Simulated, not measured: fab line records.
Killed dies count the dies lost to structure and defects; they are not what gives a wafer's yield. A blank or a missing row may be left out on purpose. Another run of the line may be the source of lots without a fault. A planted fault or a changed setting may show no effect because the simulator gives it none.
Struck lot and sound lot, side by side | flow sky130 | 22 out of 708 route steps
Sound: these wafers, L199.3, L199.5, L199.6. Struck: wafers L212.3, L212.4, L212.6. Last of all comes the cause.
Each step with rows lists, per side, the tool, then ch with its chambers, then its first start. Under that, the readings that differ: sound wafers | struck wafers | difference of the means | sigmas: that difference in standard deviations of wafers without a fault.
alike: same words and numbers on both sides, and readings whose means sit less than 2 such deviations apart. not compared: any withheld reading, any reading some wafer has no value for, any bound like >300 that may hide the same value, and any number with overlapping values for which the record gives no deviation.
Wherever a step has rows on one side only, a row that says differs or no value, or a row with sigmas, the two part there. Numbers that don't overlap but have no deviation are shown without sigmas and don't part them. A reading that every wafer of one side lacks parts them only if that side has two wafers or more.

first, 2 steps without rows for these wafers: SKY_RES_PROTECT_DEVELOP_06 (develop time 60 s); SKY_POLY_GATE_IMPLANT_02.
SKY_RES_PROTECT_STRIP_07: strips in O2/N2.
  sound on plasma_asher-02 ch 0,1, day 16 17:54; struck on plasma_asher-01 ch 0,1, day 21 11:01
  alike: drypump_motor_current_A, oes_product_au, strip_time_to_endpoint_s
  not compared: rf_hours_counter_h
SKY_RES_PROTECT_TW_MEAS_08:
  sound: film_metro-04 at day 16 17:59; struck: film_metro-04 at day 21 11:06
  alike: POLY_GATE_TW
then, 2 steps without rows for these wafers: SKY_RES_PROTECT_CLEAN_09 (cleans in SC1/SC2, time 150 s); SKY_POLY_GATE_CVD_03 (deposits Si3N4 from DCS/NH3, target thk 75 nm, time 1290 s).
SKY_POLY_GATE_THK_MEAS_04:
  sound: film_metro-02 at day 16 19:28; struck: film_metro-04 at day 21 12:37
  alike: POLY_GATE_CVD_03_THK
then, 5 steps without rows for these wafers: SKY_POLY_GATE_DEHYDRATE_05 (time 60 s); SKY_POLY_GATE_HMDS_06 (prime time 60 s); SKY_POLY_GATE_COAT_07 (resist thk 110 nm); SKY_POLY_GATE_COAT_08 (resist thk 450 nm); SKY_POLY_GATE_SOFTBAKE_09 (time 90 s).
SKY_POLY_GATE_EXPOSE_10: exposes mask P1M, target cd 150 nm.
  sound on krf_scanner-02 ch 0, day 17 10:22; struck on krf_scanner-02 ch 0, day 22 03:54
  reading              | sound             | struck            | difference | sigmas
  exposure_dose_mJ_cm2 | 28.03 28.04 27.97 | 30.65 30.65 30.64 | +2.63      | +56
  alike: mask
then, 2 steps without rows for these wafers: SKY_POLY_GATE_PEB_11; SKY_POLY_GATE_DEVELOP_12 (develop time 60 s).
SKY_POLY_GATE_CD_MEAS_13: target cd 150 nm.
  sound: cd_sem-02 at day 18 00:36; struck: cd_sem-01 at day 22 19:18
  reading    | sound             | struck            | difference | sigmas
  cd_nm (nm) | 147.2 149.5 148.5 | 136.3 136.3 135.8 | -12.3      | -9
SKY_POLY_GATE_OVL_MEAS_14:
  sound: overlay-02 at day 18 00:41; struck: overlay-02 at day 22 19:23
  alike: POLY_GATE_OVL
SKY_POLY_GATE_ETCH_15: etches BARC in N2/H2, stops on SiO2, time 118.5 s, target depth 110 nm.
  sound on rie_diel-01 ch 2,3, day 18 00:43; struck on rie_diel-02 ch 0,2,3, day 22 19:25
  reading                    | sound             | struck            | difference | sigmas
  model.POLY_GATE.cd_nm (nm) | 147.4 146.6 147.7 | 137.8 139.1 134.6 | -10.1      |
  alike: drypump_motor_current_A, oes_product_au, throttle_valve_pct
  not compared: rf_hours_counter_h
SKY_POLY_GATE_ETCH_16: etches Si3N4 in CH3F/O2, stops on poly-Si, time 147.5 s, target depth 75 nm.
  sound on rie_diel-01 ch 2,3, day 18 00:48; struck on rie_diel-02 ch 0,2,3, day 22 19:30
  alike: drypump_motor_current_A, oes_product_au, throttle_valve_pct
  not compared: rf_hours_counter_h
SKY_POLY_GATE_ETCH_17: etches poly-Si in HBr/Cl2, stops on SiO2, target depth 180 nm, time 70.5 s.
  sound on rie_si-01 ch 2,3, day 18 00:54; struck on rie_si-01 ch 0,3, day 22 19:36
  reading                    | sound             | struck            | difference | sigmas
  model.POLY_GATE.cd_nm (nm) | 144.9 144.5 146.3 | 138.5 141.9 136.8 | -6.2       |
  alike: drypump_motor_current_A, oes_product_au, throttle_valve_pct
  not compared: rf_hours_counter_h
SKY_POLY_GATE_STRIP_18: strips in O2/N2.
  sound on plasma_asher-01 ch 0,1, day 18 00:59; struck on plasma_asher-03 ch 0,1, day 22 19:41
  alike: drypump_motor_current_A, oes_product_au, strip_time_to_endpoint_s
  not compared: rf_hours_counter_h
-- here the record skips 28 days between the struck wafers' starts before and after, leaving off in module POLY_GATE and picking up in module PAD_OPEN (first step shown: number 708 of the route) --
SKY_PAD_OPEN_PROBE_99:
  sound: prober-02 at day 47 10:44; struck: prober-02 at day 50 10:56
  reading                               | sound             | struck            | difference | sigmas
  model.etest.pfet_01v8.r_on_ohm_um     | 2934 2898 2898    | 2718 2783 2699    | -177       |
  model.etest.res_poly.line_ohm_um      | 544.6 554.4 541.9 | 589.7 562.3 603.4 | +38.2      |
  model.etest.nfet_01v8.r_on_ohm_um     | 808.5 800.5 807.8 | 782.8 790 789.5   | -18.2      |
  model.etest.nfet_01v8_lvt.drive_ua_um | 584.1 597 590.9   | 601.1 613.8 605.1 | +16.0      |
  alike: killed_at_M0_to_M3, killed_at_M4_up, killed_at_contacts, killed_at_front_end, killed_at_other, killed_dies, killed_open, killed_short
  not compared: model.etest.pfet_g5v0d10v5.r_on_ohm_um, model.etest.nfet_g5v0d10v5.r_on_ohm_um, model.etest.sonos_uncharged.r_on_ohm_um, model.etest.res_high_po.line_ohm_um

WHERE THEY PART
At SKY_POLY_GATE_EXPOSE_10 first; at SKY_POLY_GATE_CD_MEAS_13 last (within this record only). Later steps at which nothing parts them and some readings are alike: SKY_POLY_GATE_OVL_MEAS_14, SKY_POLY_GATE_ETCH_15, SKY_POLY_GATE_ETCH_16, SKY_POLY_GATE_ETCH_17, SKY_POLY_GATE_STRIP_18, SKY_PAD_OPEN_PROBE_99.

WHY: whatever the simulator had introduced
Process parameter drift: krf_scanner-02, from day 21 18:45 on, at SKY_POLY_GATE_EXPOSE_10. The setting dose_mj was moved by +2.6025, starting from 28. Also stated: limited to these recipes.
